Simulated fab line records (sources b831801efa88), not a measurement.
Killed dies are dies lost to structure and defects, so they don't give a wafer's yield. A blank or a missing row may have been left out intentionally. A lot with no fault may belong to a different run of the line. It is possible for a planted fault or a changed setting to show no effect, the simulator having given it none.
2 desks looking at one fault + flow gf180mcu + each desk holds nothing but its own numbers, with what lay behind them at the end

== THE TOOL OWNER'S DESK: pvdSputter-04 ==
The tool's own readings at GF_CONTACT_SPUTTER_22 (material Ti, target thk 15 nm, time 80.02 s): means of the sampled wafers that have a number, for each lot that ran on this tool. Marked OUT: a lot whose mean sits more than 4 standard deviations from the usual mean, which makes it out of limits; the brackets give that distance.
Columns: A = throttleValvePct at GF_CONTACT_SPUTTER_22, usual 30.5 %
| lot  | first seen here | A    |
|------|-----------------|------|
| L313 | day 16 04:31    | 30.0 |
| L323 | day 19 20:53    | 30.2 |
| L324 | day 20 07:32    | 30.3 |
This desk's verdict: no lot among the 3 shows anything out of limits.

== FROM THE METROLOGY DESK ==
What the gauges read for every lot (on any tool): the sampled wafers with a number, averaged. Marked OUT: a lot whose mean sits more than 4 standard deviations from the usual mean, which makes it out of limits; the brackets give that distance.
Columns: A = cdNm at GF_CONTACT_CD_MEAS_14, usual 220.0 nm; B = CONTACT_OVL at GF_CONTACT_OVL_MEAS_15, usual -1 nm
| lot  | first seen here | A     | B   |
|------|-----------------|-------|-----|
| L313 | day 16 03:56    | 216.9 | -1  |
| L315 | day 16 16:49    | 220.9 | 5   |
| L323 | day 19 20:11    | 220.3 | -3  |
| L324 | day 20 06:56    | 218.1 | 1   |
| L327 | day 21 09:02    | 220.1 | -13 |
| L328 | day 21 15:57    | 220.0 | 3   |
This desk's verdict: no lot among the 6 shows anything out of limits.

== ALL TOGETHER ==
The tool owner's desk saw nothing out of limits.
From the metrology desk's view, nothing was out of limits.

== WHAT THE SIMULATOR PUT IN ==
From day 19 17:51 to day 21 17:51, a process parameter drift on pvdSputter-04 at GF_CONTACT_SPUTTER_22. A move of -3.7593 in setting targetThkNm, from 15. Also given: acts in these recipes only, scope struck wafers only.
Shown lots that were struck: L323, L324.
